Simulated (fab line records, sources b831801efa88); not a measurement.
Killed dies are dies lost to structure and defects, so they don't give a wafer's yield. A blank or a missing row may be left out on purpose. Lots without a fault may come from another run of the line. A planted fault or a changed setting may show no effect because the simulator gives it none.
Which tool did it? | flow gf180mcu | 13 lots, 39 wafers sampled, at 5 steps of a route of 602

WHAT THE GAUGES READ, wafer by wafer
GF_HV_LDD_OVL_MEAS_47.
lot  | measured     | on         | HV_LDD_03_OVL (nm)
L935 | day 12 05:46 | overlay-01 | -1.4 -2.1 0.0
L937 | day 12 21:04 | overlay-02 | 2.3 3.0 2.2
L938 | day 13 01:07 | overlay-01 | 3.1 2.0 2.9
L939 | day 13 11:43 | overlay-02 | 0.9 0.9 -0.6
L940 | day 13 19:51 | overlay-02 | 0.3 -0.8 -0.4
L941 | day 14 11:16 | overlay-01 | 1.3 0.9 1.5
L942 | day 14 22:07 | overlay-01 | -1.9 0.7 -0.7
L944 | day 15 11:43 | overlay-02 | 0.3 -1.1 0.9
L954 | day 19 01:31 | overlay-02 | 3.5 2.5 1.8
L955 | day 19 02:34 | overlay-02 | 1.1 1.2 1.0
L956 | day 19 13:13 | overlay-01 | -0.7 0.2 1.0
L958 | day 19 23:33 | overlay-02 | -0.1 -0.2 -1.2
L957 | day 20 02:46 | overlay-02 | -0.4 -2.5 -0.1

GF_HV_LDD_THK_MEAS_55.
lot  | measured     | on            | HV_LDD_CVD_54_THK (nm)
L935 | day 12 07:23 | film_metro-02 | 10.15 10.04 10.01
L937 | day 12 23:14 | film_metro-04 | 10.17 10.03 10.04
L938 | day 13 03:13 | film_metro-02 | 9.93 9.92 9.86
L939 | day 13 13:19 | film_metro-03 | 10.05 10.16 10.04
L940 | day 13 21:27 | film_metro-02 | 10.08 10.05 10.02
L941 | day 14 12:53 | film_metro-04 | 9.92 9.94 9.96
L942 | day 14 23:43 | film_metro-04 | 10.00 10.00 9.97
L944 | day 15 13:20 | film_metro-03 | 6.94 6.87 7.07
L954 | day 19 03:08 | film_metro-02 | 10.07 9.95 10.19
L955 | day 19 04:10 | film_metro-03 | 10.27 10.06 10.16
L956 | day 19 14:50 | film_metro-02 | 9.81 9.90 9.80
L958 | day 20 01:10 | film_metro-03 | 9.91 10.15 10.08
L957 | day 20 04:25 | film_metro-03 | 10.30 10.16 10.20

GF_NSD_TW_MEAS_12.
lot  | measured     | on            | NSD_TW
L935 | day 13 04:40 | film_metro-01 | 4352 4355 4346
L937 | day 13 22:16 | film_metro-03 | 4205 4215 4252
L938 | day 14 02:29 | film_metro-01 | 4333 4333 4320
L939 | day 14 11:28 | film_metro-03 | 4237 4216 4218
L940 | day 14 19:40 | film_metro-03 | 4216 4206 4220
L941 | day 15 11:52 | film_metro-01 | 4362 4336 4369
L942 | day 15 23:26 | film_metro-01 | 4357 4356 4348
L944 | day 16 13:43 | film_metro-01 | 4362 4366 4336
L954 | day 20 05:05 | film_metro-02 | 4271 4279 4307
L955 | day 20 06:02 | film_metro-03 | 4239 4259 4212
L956 | day 20 16:52 | film_metro-01 | 4352 4350 4351
L958 | day 21 03:04 | film_metro-02 | 4270 4272 4285
L957 | day 21 07:10 | film_metro-01 | 4345 4351 4325

GF_PSD_CD_MEAS_07: target cd 400 nm.
lot  | measured     | on        | cd_nm (nm)
L935 | day 14 00:25 | cd_sem-01 | 399.1 402.1 399.7
L937 | day 14 18:29 | cd_sem-02 | 398.8 398.8 398.7
L938 | day 14 22:56 | cd_sem-02 | 399.0 398.8 398.2
L939 | day 15 08:25 | cd_sem-02 | 402.2 401.9 401.0
L940 | day 15 17:05 | cd_sem-01 | 399.7 398.1 399.5
L941 | day 16 09:26 | cd_sem-01 | 399.3 400.0 401.4
L942 | day 16 21:44 | cd_sem-02 | 399.4 402.8 401.7
L944 | day 17 12:02 | cd_sem-02 | 397.5 395.3 398.3
L954 | day 21 04:42 | cd_sem-02 | 400.5 400.3 398.1
L955 | day 21 05:34 | cd_sem-02 | 401.3 396.7 400.6
L956 | day 21 16:01 | cd_sem-01 | 400.2 402.5 401.1
L958 | day 22 02:44 | cd_sem-01 | 404.0 400.4 401.8
L957 | day 22 06:20 | cd_sem-01 | 399.6 404.0 400.4

WHICH TOOL RAN EACH LOT (tool, then ch and the chambers of the sampled wafers, then the start)
lot  | GF_HV_LDD_CVD_54
L935 | lpcvd-01 ch 1, day 12 06:21
L937 | lpcvd-01 ch 1, day 12 21:43
L938 | lpcvd-01 ch 1, day 13 01:41
L939 | lpcvd-02 ch 1, day 13 12:17
L940 | lpcvd-01 ch 0, day 13 20:26
L941 | lpcvd-02 ch 0, day 14 11:51
L942 | lpcvd-02 ch 1, day 14 22:42
L944 | lpcvd-02 ch 1, day 15 12:18
L954 | lpcvd-02 ch 1, day 19 02:06
L955 | lpcvd-01 ch 1, day 19 03:08
L956 | lpcvd-02 ch 0, day 19 13:48
L958 | lpcvd-01 ch 0, day 20 00:08
L957 | lpcvd-02 ch 0, day 20 03:22
- GF_HV_LDD_CVD_54: deposits SiO2 from TEOS, target thk 10 nm, time 75 s.

WHAT THE TOOLS THEMSELVES READ (means of the sampled wafers that have a number; where no wafer has one, the mark that the record gives instead)
GF_HV_LDD_CVD_54.
lot  | tool     | spike_tc_bottom_C (C) | spike_tc_centre_C (C) | spike_tc_lower_C (C) | spike_tc_top_C (C) | spike_tc_upper_C (C) | susceptor_temp_C (C) | zone_power_top_pct (%) | zone_power_upper_pct (%)
L935 | lpcvd-01 | 700.8                 | 680.7                 | 681.5                | 697.0              | 681.5                | 680.04               | 22.4                   | 10.3
L937 | lpcvd-01 | 699.7                 | 680.1                 | 680.4                | 698.3              | 680.2                | 680.06               | 22.2                   | 10.3
L938 | lpcvd-01 | 700.5                 | 680.8                 | 680.3                | 697.3              | 680.0                | 680.15               | 22.3                   | 10.4
L939 | lpcvd-02 | 700.3                 | 681.6                 | 678.3                | 696.8              | 679.7                | 680.09               | 22.5                   | 11.3
L940 | lpcvd-01 | 702.7                 | 681.5                 | 679.2                | 693.5              | 681.3                | 680.35               | 21.5                   | 10.3
L941 | lpcvd-02 | 703.3                 | 681.4                 | 680.2                | 697.0              | 678.2                | 679.94               | 22.5                   | 9.1
L942 | lpcvd-02 | 699.5                 | 681.0                 | 679.2                | 696.8              | 679.5                | 680.28               | 22.4                   | 11.3
L944 | lpcvd-02 | 685.1                 | 665.8                 | 665.7                | 681.4              | 665.2                | 664.85               | 21.7                   | 10.9
L954 | lpcvd-02 | 700.1                 | 681.3                 | 678.4                | 696.6              | 679.7                | 679.43               | 22.4                   | 11.3
L955 | lpcvd-01 | 699.6                 | 680.6                 | 679.7                | 697.5              | 679.7                | 679.86               | 22.3                   | 10.3
L956 | lpcvd-02 | 702.0                 | 681.6                 | 679.9                | 697.5              | 677.3                | 679.57               | 22.9                   | 9.0
L958 | lpcvd-01 | 702.9                 | 681.4                 | 679.7                | 694.2              | 680.1                | 679.97               | 21.4                   | 10.4
L957 | lpcvd-02 | 702.1                 | 681.0                 | 680.5                | 696.2              | 678.4                | 680.17               | 22.6                   | 9.0

THE ANSWER, worked out from the rows above alone
Rule: what is usual is taken from the lots themselves. Put in order of their means at a reading, lots are off if they are a third of the lots or fewer, leave a main group of 4 or more, and stand apart from it by a gap of 3 or more times the standard deviation of the main group's means; of several such gaps the widest counts. A main group whose means are all the same, to the digits that the tables above print for the reading, isn't used. A lot without any number at a reading at which 4 lots or more have one is off too. The other lots that the step has rows for count as sound. The gauges are gone through in route order, then the tools' own readings, and for those a lot's mean is taken as printed above. The first step at which some lot is off is used, and at that step the reading that is off furthest; a lot without a number counts as furthest.
Off: L944, at GF_HV_LDD_THK_MEAS_55 (HV_LDD_CVD_54_THK). The main group: mean 10.04 nm, standard deviation 0.1.
A tool fits if, at a process step before that reading, it ran every lot that is off, and no sound lot after the first of them. The gauges at GF_HV_LDD_THK_MEAS_55 aren't tried: what is off there is off at GF_HV_LDD_CVD_54 too, on other tools, and a gauge's error can't cause that. None of those tried fits.

WHAT THE SIMULATOR HAD PUT IN
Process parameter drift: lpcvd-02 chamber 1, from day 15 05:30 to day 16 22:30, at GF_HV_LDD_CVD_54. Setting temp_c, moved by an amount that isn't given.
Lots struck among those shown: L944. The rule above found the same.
